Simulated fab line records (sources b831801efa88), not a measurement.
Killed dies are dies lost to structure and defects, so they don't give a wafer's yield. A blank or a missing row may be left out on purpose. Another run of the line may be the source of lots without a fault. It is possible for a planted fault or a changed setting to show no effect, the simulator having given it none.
Which of the tools did it? -- flow gf180mcu -- 17 wafers from 6 lots sampled at 3 of the route's 602 steps

WHAT THE GAUGES SHOWED, per wafer
GF_V5_THK_MEAS_03.
lot,measured,on,V5_CVD_02_THK (nm)
L301,day 26 22:47,film metro-01,1442 1480 1470
L303,day 27 16:46,film metro-01,1472 1422 1501
L307,day 29 00:00,film metro-04,1434 1464 1475
L312,day 30 15:25,film metro-03,1449 1046
L318,day 31 17:04,film metro-01,1417 1427 1452
L322,day 32 13:31,film metro-01,1419 1467 1439

WHICH TOOL RAN EACH LOT (tool, then ch and the chambers of the sampled wafers, then the start)
lot,GF_M5_ETCH_09,GF_V5_CVD_02
L301,"rie diel-04 ch 1,2,3, day 26 21:50","pecvd-01 ch 0,2, day 26 22:40"
L303,"rie diel-04 ch 0,1,3, day 27 15:52","pecvd-03 ch 0,1, day 27 16:39"
L307,"rie diel-04 ch 0,2,3, day 28 23:04","pecvd-04 ch 0,1, day 28 23:53"
L312,"rie diel-04 ch 0,3, day 30 14:28","pecvd-01 ch 0,1, day 30 15:18"
L318,"rie diel-01 ch 2,3, day 31 16:10","pecvd-03 ch 1,2, day 31 16:58"
L322,"rie diel-04 ch 1,3, day 32 12:37","pecvd-04 ch 0,2, day 32 13:24"
- GF_M5_ETCH_09: etches Si3N4 in CF4/O2, target depth 52 nm, time 11.6 s.
- GF_V5_CVD_02: deposits SiO2 from TEOS, target thk 1450 nm, time 163.28 s.

THE ANSWER, worked out from the rows above alone
Rule: what is usual is taken from the lots themselves. Put in order of their means at a reading, lots are off if they are a third of the lots or fewer, leave a main group of 4 or more, and stand apart from it by a gap of 3 or more times the standard deviation of the main group's means; of several such gaps the widest counts. If all means in a main group match to the digits the tables above print for the reading, that group is not used. Also off: a lot with no number at a reading for which 4 or more lots have one. Where the step has rows for the other lots, those lots are counted as sound.
Off: L312, at GF_V5_THK_MEAS_03 (V5_CVD_02_THK). The main group has a mean of 1452 nm with a standard deviation of 13.
A tool fits if, at a process step before that reading, it ran every lot that is off, and no sound lot after the first of them. The gauges at GF_V5_THK_MEAS_03 are tried like those tools. Undecided on this evidence; 2 tools fit (pecvd-01 at GF_V5_CVD_02, film metro-03 at GF_V5_THK_MEAS_03).

WHAT THE SIMULATOR HAD PUT IN
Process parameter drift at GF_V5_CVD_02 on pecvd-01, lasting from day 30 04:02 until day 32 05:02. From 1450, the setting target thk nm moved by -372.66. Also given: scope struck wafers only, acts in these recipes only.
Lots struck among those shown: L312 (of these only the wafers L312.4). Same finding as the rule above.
